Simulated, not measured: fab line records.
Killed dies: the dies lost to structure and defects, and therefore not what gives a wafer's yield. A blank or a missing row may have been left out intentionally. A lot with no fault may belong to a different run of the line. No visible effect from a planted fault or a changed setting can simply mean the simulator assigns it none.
The tool behind it: which one?	flow sky130	11 lots, 33 wafers sampled, at 6 steps of a route of 708

WHAT THE GAUGES READ, wafer by wafer
SKY_LDD_N_TW_MEAS_17. Usual: LDD_N_TW 2605, standard deviation 15.
lot	measured	on	LDD_N_TW	flag
L924	day 20 07:41	film-metro-03	2621 2625 2609	
L927	day 21 09:02	film-metro-04	2812 2815 2809	OFF
L926	day 21 13:04	film-metro-01	2862 2854 2845	OFF
L928	day 21 13:44	film-metro-04	2581 2574 2583	
L933	day 23 21:44	film-metro-03	2601 2634 2608	
L934	day 24 00:23	film-metro-04	2576 2582 2577	
L935	day 24 19:25	film-metro-01	2606 2616 2604	
L936	day 25 00:56	film-metro-03	2605 2600 2603	
L938	day 25 23:37	film-metro-03	2615 2617 2605	
L939	day 26 07:11	film-metro-03	2616 2595 2602	
L940	day 26 13:44	film-metro-01	2606 2588 2606	

SKY_CAPM_OVL_MEAS_12. Usual: CAPM_OVL -0.8 nm, standard deviation 1.7.
lot	measured	on	CAPM_OVL (nm)	flag
L924	day 39 18:11	overlay-02	-3.8 -2.6 -3.0	
L927	day 40 16:29	overlay-02	-3.0 -2.2 -3.3	
L926	day 40 18:02	overlay-01	-2.1 -3.5 -3.6	
L928	day 40 19:56	overlay-01	-0.2 0.1 -0.3	
L933	day 42 15:14	overlay-01	1.2 1.0 1.1	
L934	day 42 16:05	overlay-01	-2.6 -1.3 -3.1	
L935	day 43 07:53	overlay-02	1.0 1.7 2.3	
L936	day 43 10:29	overlay-02	-0.8 0.8 -0.6	
L938	day 44 06:35	overlay-01	0.1 -0.5 -0.3	
L939	day 44 12:18	overlay-02	-2.1 -1.3 0.3	
L940	day 44 21:05	overlay-01	-0.7 -0.1 -0.2	

TOOL THAT RAN EACH LOT (tool first, then ch and the chambers of the sampled wafers, then the start)
lot	SKY_LDD_N_IMPLANT_10	SKY_LDD_N_STRIP_16	SKY_VIA1_SPUTTER_20	SKY_VIA2_CMP_02
L924	implanter-01 ch 0, day 20 06:43	plasma-asher-04 ch 0,1, day 20 07:36	pvd-sputter-02, day 36 09:13	cmp-02 ch 0,2,3, day 37 12:55
L927	implanter-03 ch 0, day 21 08:02	plasma-asher-04 ch 1, day 21 08:55	pvd-sputter-04, day 37 06:53	cmp-02 ch 0,1,3, day 38 11:11
L926	implanter-03 ch 0, day 21 12:04	plasma-asher-02 ch 0,1, day 21 12:58	pvd-sputter-01, day 37 08:10	cmp-02 ch 0,2, day 38 13:05
L928	implanter-02 ch 0, day 21 12:44	plasma-asher-03 ch 0,1, day 21 13:38	pvd-sputter-02, day 37 10:37	cmp-01 ch 0,1, day 38 14:40
L933	implanter-02 ch 0, day 23 20:46	plasma-asher-04 ch 0,1, day 23 21:39	pvd-sputter-04, day 39 07:58	cmp-01 ch 1,3, day 40 11:40
L934	implanter-02 ch 0, day 23 22:55	plasma-asher-02 ch 0,1, day 24 00:17	pvd-sputter-01, day 39 08:19	cmp-02 ch 0,1,3, day 40 12:17
L935	implanter-03 ch 0, day 24 18:25	plasma-asher-04 ch 0,1, day 24 19:19	pvd-sputter-04, day 40 02:20	cmp-02 ch 0,1,2, day 41 04:55
L936	implanter-01 ch 0, day 24 23:56	plasma-asher-03 ch 0,1, day 25 00:50	pvd-sputter-01, day 40 05:33	cmp-01 ch 0,1,2, day 41 08:50
L938	implanter-01 ch 0, day 25 22:37	plasma-asher-04 ch 0,1, day 25 23:31	pvd-sputter-01, day 41 02:44	cmp-01 ch 1,2,3, day 42 05:40
L939	implanter-02 ch 0, day 26 06:11	plasma-asher-02 ch 0,1, day 26 07:04	pvd-sputter-02, day 41 09:27	cmp-02 ch 0,3, day 42 12:31
L940	implanter-03 ch 0, day 26 12:44	plasma-asher-02 ch 0,1, day 26 13:38	pvd-sputter-01, day 41 18:05	cmp-02 ch 0,1,2, day 42 21:01
- SKY_LDD_N_IMPLANT_10
- SKY_LDD_N_STRIP_16: strips in O2/N2.
- SKY_VIA1_SPUTTER_20: material TiN, target thk 20 nm, time 80 s.
- SKY_VIA2_CMP_02: polishes SiO2.

AS READ BY THE TOOLS THEMSELVES (means over the sampled wafers that have a number; for cases with no such wafer, the mark the record gives instead)
SKY_LDD_N_IMPLANT_10. Usual: beam-on-s 10.00 s, standard deviation 0.2; dose-ions-cm2 7.5e+13, standard deviation 8.4e+10; end-station-pressure-torr 5.35e-06 Torr, standard deviation 2.6e-07; faraday-current-uA 423, standard deviation 8.2.
lot	tool	beam-on-s (s)	dose-ions-cm2	end-station-pressure-torr (Torr)	faraday-current-uA	flag
L924	implanter-01	10.03	7.5e+13	5.35e-06	421	
L927	implanter-03	29.45	2.9e+14	5.06e-06	553	OFF
L926	implanter-03	29.09	2.9e+14	5.56e-06	561	OFF
L928	implanter-02	9.98	7.5e+13	5.21e-06	424	
L933	implanter-02	9.88	7.5e+13	5.44e-06	428	
L934	implanter-02	9.87	7.5e+13	5.29e-06	429	
L935	implanter-03	10.03	7.5e+13	5.50e-06	420	
L936	implanter-01	10.14	7.5e+13	5.35e-06	416	
L938	implanter-01	9.88	7.5e+13	5.15e-06	427	
L939	implanter-02	9.99	7.5e+13	5.12e-06	422	
L940	implanter-03	10.08	7.5e+13	5.43e-06	420	

SKY_LDD_N_STRIP_16. Usual: drypump-motor-current-A 5.96 A, standard deviation 0.27; oes-product-au 0.406 a.u., standard deviation 0.0044; strip-time-to-endpoint-s 4.312 s, standard deviation 0.017.
lot	tool	drypump-motor-current-A (A)	oes-product-au (a.u.)	strip-time-to-endpoint-s (s)	flag
L924	plasma-asher-04	5.74	0.403	4.325	
L927	plasma-asher-04	6.09	0.402	4.857	OFF
L926	plasma-asher-02	6.14	0.404	4.849	OFF
L928	plasma-asher-03	5.88	0.410	4.317	
L933	plasma-asher-04	5.94	0.409	4.329	
L934	plasma-asher-02	5.99	0.408	4.332	
L935	plasma-asher-04	5.91	0.406	4.311	
L936	plasma-asher-03	5.66	0.410	4.302	
L938	plasma-asher-04	5.92	0.403	4.300	
L939	plasma-asher-02	5.99	0.407	4.299	
L940	plasma-asher-02	6.01	0.406	4.306	

SKY_VIA1_SPUTTER_20. Usual: chamber-pressure-pa 5.000 Pa, standard deviation 0.0098; throttle-valve-pct 29.9 %, standard deviation 0.9.
lot	tool	chamber-pressure-pa (Pa)	throttle-valve-pct (%)	flag
L924	pvd-sputter-02	4.997	29.5	
L927	pvd-sputter-04	4.998	29.5	
L926	pvd-sputter-01	5.008	29.7	
L928	pvd-sputter-02	5.000	30.7	
L933	pvd-sputter-04	5.000	29.3	
L934	pvd-sputter-01	5.004	29.7	
L935	pvd-sputter-04	5.013	29.8	
L936	pvd-sputter-01	5.003	30.2	
L938	pvd-sputter-01	4.995	30.5	
L939	pvd-sputter-02	4.999	29.0	
L940	pvd-sputter-01	4.999	30.1	

SKY_VIA2_CMP_02. Usual: edge-zone-pressure-frac 1.001, standard deviation 0.0051; motor-current-A 12.0 A, standard deviation 1.2; retaining-ring-pressure-frac 1.001, standard deviation 0.0044.
lot	tool	edge-zone-pressure-frac	motor-current-A (A)	retaining-ring-pressure-frac	flag
L924	cmp-02	0.996	12.5	1.001	
L927	cmp-02	0.997	11.5	1.005	
L926	cmp-02	1.003	12.7	1.004	
L928	cmp-01	1.004	11.0	1.004	
L933	cmp-01	0.996	12.8	1.002	
L934	cmp-02	1.000	11.7	1.000	
L935	cmp-02	1.000	12.0	1.002	
L936	cmp-01	0.995	11.2	0.997	
L938	cmp-01	0.997	12.1	1.004	
L939	cmp-02	0.998	12.3	0.999	
L940	cmp-02	1.003	12.6	1.000	

THE ANSWER, worked out from the rows above alone
Rule: a lot counts as off when the mean over its wafers that have a number is more than 3 standard deviations away from the usual mean. A lot without any number at a reading at which 4 lots or more have one is off too. Any other lot the step has rows for is counted as sound. Order of review: gauges by route order, followed by the tools' own readings, for which a lot's mean as printed above is used. At the first step where some lot is off, the reading lying furthest off is the one used; lots without a number count as furthest.
Off: at SKY_LDD_N_TW_MEAS_17 (LDD_N_TW), L927, L926.
A tool fits if, at a process step before that reading, it ran every lot that is off, and no sound lot after the first of them. The gauges at SKY_LDD_N_TW_MEAS_17 aren't tried: what is off there is off at SKY_LDD_N_IMPLANT_10 too, on other tools, and a gauge's error can't cause that. Not one of the candidates tried fits.

WHAT THE SIMULATOR PUT IN
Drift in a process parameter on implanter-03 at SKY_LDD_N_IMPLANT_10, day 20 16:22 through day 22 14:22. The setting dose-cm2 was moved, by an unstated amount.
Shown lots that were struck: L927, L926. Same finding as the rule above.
